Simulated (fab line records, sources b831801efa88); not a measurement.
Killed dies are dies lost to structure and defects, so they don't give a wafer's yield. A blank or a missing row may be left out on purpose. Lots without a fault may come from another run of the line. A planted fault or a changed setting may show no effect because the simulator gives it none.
Which tool did it? | flow sky130 | 13 lots, 39 wafers sampled, at 5 steps of a route of 708

WHAT THE GAUGES READ, wafer by wafer
SKY_VT_ADJUST_NCORE_CD_MEAS_07: target cd 380 nm. Usual: cd_nm 379.0 nm, standard deviation 2.4.
lot  | measured     | on        | cd_nm (nm)        | flag
L162 | day 8 06:22  | cd_sem-02 | 379.5 376.8 377.3 |
L163 | day 8 15:37  | cd_sem-02 | 379.1 379.9 380.8 |
L164 | day 8 20:05  | cd_sem-02 | 377.6 376.6 374.6 |
L166 | day 9 11:26  | cd_sem-02 | 377.4 378.8 379.0 |
L167 | day 9 14:36  | cd_sem-01 | 383.1 380.7 380.5 |
L168 | day 10 01:15 | cd_sem-01 | 375.3 377.5 377.1 |
L169 | day 10 08:44 | cd_sem-01 | 379.0 379.7 377.2 |
L170 | day 10 14:37 | cd_sem-01 | 377.9 373.9 376.7 |
L171 | day 10 19:44 | cd_sem-02 | 379.1 378.8 378.7 |
L172 | day 11 06:50 | cd_sem-02 | 379.4 380.3 376.5 |
L181 | day 14 00:37 | cd_sem-02 | 378.6 377.9 378.2 |
L183 | day 14 21:55 | cd_sem-01 | 376.2 377.1 379.0 |
L184 | day 14 23:25 | cd_sem-01 | 374.5 377.5 376.9 |

SKY_VT_ADJUST_NCORE_TW_MEAS_11. Usual: VT_ADJUST_NCORE_TW 219.5, standard deviation 1.5.
lot  | measured     | on            | VT_ADJUST_NCORE_TW | flag
L162 | day 8 06:46  | film_metro-02 | 220.4 218.8 219.9  |
L163 | day 8 16:02  | film_metro-01 | 220.1 220.3 221.1  |
L164 | day 8 20:29  | film_metro-04 | 218.9 218.2 218.2  |
L166 | day 9 11:49  | film_metro-02 | 219.7 218.9 219.8  |
L167 | day 9 15:01  | film_metro-04 | 218.3 218.7 218.8  |
L168 | day 10 01:40 | film_metro-01 | 221.4 220.3 221.7  |
L169 | day 10 09:07 | film_metro-04 | 216.6 215.7 216.3  |
L170 | day 10 15:01 | film_metro-02 | 219.3 219.5 219.2  |
L171 | day 10 20:08 | film_metro-04 | 217.4 218.9 217.7  |
L172 | day 11 07:13 | film_metro-02 | 219.1 219.5 219.0  |
L181 | day 14 01:02 | film_metro-02 | 220.7 220.9 221.0  |
L183 | day 14 22:18 | film_metro-02 | 222.2 222.0 221.8  |
L184 | day 14 23:48 | film_metro-02 | 222.7 222.0 221.5  |

SKY_SONOS_ONO_OVL_MEAS_14. Usual: SONOS_ONO_OVL 1.0 nm, standard deviation 1.5.
lot  | measured     | on         | SONOS_ONO_OVL (nm) | flag
L162 | day 12 08:45 | overlay-01 | -0.1 -0.5 -0.2     |
L163 | day 12 21:35 | overlay-01 | 1.3 0.8 3.2        |
L164 | day 13 00:53 | overlay-01 | 1.7 0.7 2.6        |
L166 | day 13 19:27 | overlay-01 | -1.3 2.1 1.9       |
L167 | day 13 19:53 | overlay-01 | 0.8 -0.5 1.8       |
L168 | day 14 12:38 | overlay-01 | 2.6 0.6 0.9        |
L169 | day 14 19:45 | overlay-02 | 0.2 1.1 -0.9       |
L170 | day 15 00:06 | overlay-02 | 1.6 2.1 2.3        |
L171 | day 15 07:56 | overlay-01 | 2.8 1.1 0.8        |
L172 | day 15 19:14 | overlay-02 | 1.6 -1.4 -0.3      |
L181 | day 19 03:04 | overlay-02 | -1.0 0.3 0.6       |
L183 | day 20 01:11 | overlay-02 | 1.3 3.0 0.2        |
L184 | day 20 08:05 | overlay-01 | 0.2 -0.9 0.2       |

SKY_GATE_OXIDE_THK_MEAS_02. Usual: GATE_OXIDE_OXIDATION_00_THK 10.36 nm, standard deviation 0.18.
lot  | measured     | on            | GATE_OXIDE_OXIDATION_00_THK (nm) | flag
L162 | day 12 11:47 | film_metro-01 | 10.02 10.17 10.22                |
L163 | day 13 02:03 | film_metro-01 | 10.26 10.40 10.41                |
L164 | day 13 04:51 | film_metro-03 | 10.28 10.34 10.04                |
L166 | day 13 21:52 | film_metro-03 | 10.44 10.44 10.48                |
L167 | day 13 21:51 | film_metro-02 | 10.30 10.23 10.29                |
L168 | day 14 14:23 | film_metro-03 | 10.12 10.27 10.30                |
L169 | day 14 21:31 | film_metro-02 | 10.59 10.56 10.57                |
L170 | day 15 01:52 | film_metro-01 | 10.24 10.27 10.42                |
L171 | day 15 10:17 | film_metro-01 | 10.26 10.07 10.11                |
L172 | day 16 03:04 | film_metro-02 | 10.46 10.41 10.45                |
L181 | day 19 04:50 | film_metro-03 | 13.60 13.66 13.83                | OFF
L183 | day 20 02:58 | film_metro-03 | 13.61 13.50 13.58                | OFF
L184 | day 20 10:38 | film_metro-03 | 10.25 10.38 10.16                |

WHICH TOOL RAN EACH LOT (tool, then ch and the chambers of the sampled wafers, then the start)
lot  | SKY_GATE_OXIDE_OXIDATION_01
L162 | furnace-02 ch 0, day 12 10:22
L163 | furnace-01 ch 0, day 13 00:38
L164 | furnace-02 ch 0, day 13 03:26
L166 | furnace-01 ch 0, day 13 20:26
L167 | furnace-01 ch 0, day 13 20:26
L168 | furnace-01 ch 0, day 14 12:58
L169 | furnace-02 ch 0, day 14 20:05
L170 | furnace-02 ch 0, day 15 00:26
L171 | furnace-02 ch 0, day 15 08:51
L172 | furnace-02 ch 0, day 16 01:39
L181 | furnace-01 ch 0, day 19 03:25
L183 | furnace-01 ch 0, day 20 01:32
L184 | furnace-02 ch 0, day 20 09:12
- SKY_GATE_OXIDE_OXIDATION_01: stabilise 600 s, purge 300 s, target thk 10.268 nm.

WHAT THE TOOLS THEMSELVES READ (means of the sampled wafers that have a number; where no wafer has one, the mark that the record gives instead)
SKY_GATE_OXIDE_OXIDATION_01. Usual: spike_tc_lower_C 899.8 C, standard deviation 1.4; spike_tc_top_C 909.3 C, standard deviation 1.6; tube_center_temp_C_max 902.3, standard deviation 0.36; zone_power_upper_pct 16.5 %, standard deviation 0.62.
lot  | tool       | spike_tc_lower_C (C) | spike_tc_top_C (C) | tube_center_temp_C_max | zone_power_upper_pct (%) | flag
L162 | furnace-02 | 898.3                | 908.1              | 902.4                  | 17.2                     |
L163 | furnace-01 | 900.8                | 909.8              | 902.2                  | 16.2                     |
L164 | furnace-02 | 899.0                | 908.0              | 902.6                  | 17.0                     |
L166 | furnace-01 | 901.3                | 909.6              | 901.9                  | 15.8                     |
L167 | furnace-01 | 900.9                | 910.5              | 902.5                  | 15.9                     |
L168 | furnace-01 | 901.5                | 910.0              | 902.1                  | 15.9                     |
L169 | furnace-02 | 898.5                | 908.5              | 902.2                  | 17.1                     |
L170 | furnace-02 | 899.0                | 909.5              | 902.5                  | 17.2                     |
L171 | furnace-02 | 899.4                | 908.3              | 902.2                  | 17.0                     |
L172 | furnace-02 | 899.3                | 908.9              | 902.3                  | 17.2                     |
L181 | furnace-01 | 900.7                | 911.5              | 902.6                  | 15.8                     |
L183 | furnace-01 | 901.5                | 910.7              | 902.2                  | 15.9                     |
L184 | furnace-02 | 899.4                | 907.4              | 901.8                  | 16.9                     |

THE ANSWER, worked out from the rows above alone
Rule: a lot is off if the mean of its wafers that have a number lies more than 3 standard deviations from the usual mean. A lot without any number at a reading at which 4 lots or more have one is off too. The other lots that the step has rows for count as sound. The gauges are gone through in route order, then the tools' own readings, and for those a lot's mean is taken as printed above. The first step at which some lot is off is used, and at that step the reading that is off furthest; a lot without a number counts as furthest.
Off: L181, L183, at SKY_GATE_OXIDE_THK_MEAS_02 (GATE_OXIDE_OXIDATION_00_THK).
A tool fits if, at a process step before that reading, it ran every lot that is off, and no sound lot after the first of them. The gauges at SKY_GATE_OXIDE_THK_MEAS_02 are tried like those tools. One fits: furnace-01 at SKY_GATE_OXIDE_OXIDATION_01. Its last sound lot is L168 (day 14 12:58), its first lot that is off L181 (day 19 03:25): a fault that began between those two fits.

WHAT THE SIMULATOR HAD PUT IN
Process parameter drift: furnace-01, from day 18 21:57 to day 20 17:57, at SKY_GATE_OXIDE_OXIDATION_01. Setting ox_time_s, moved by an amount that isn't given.
Lots struck among those shown: L181, L183. The rule above found the same.
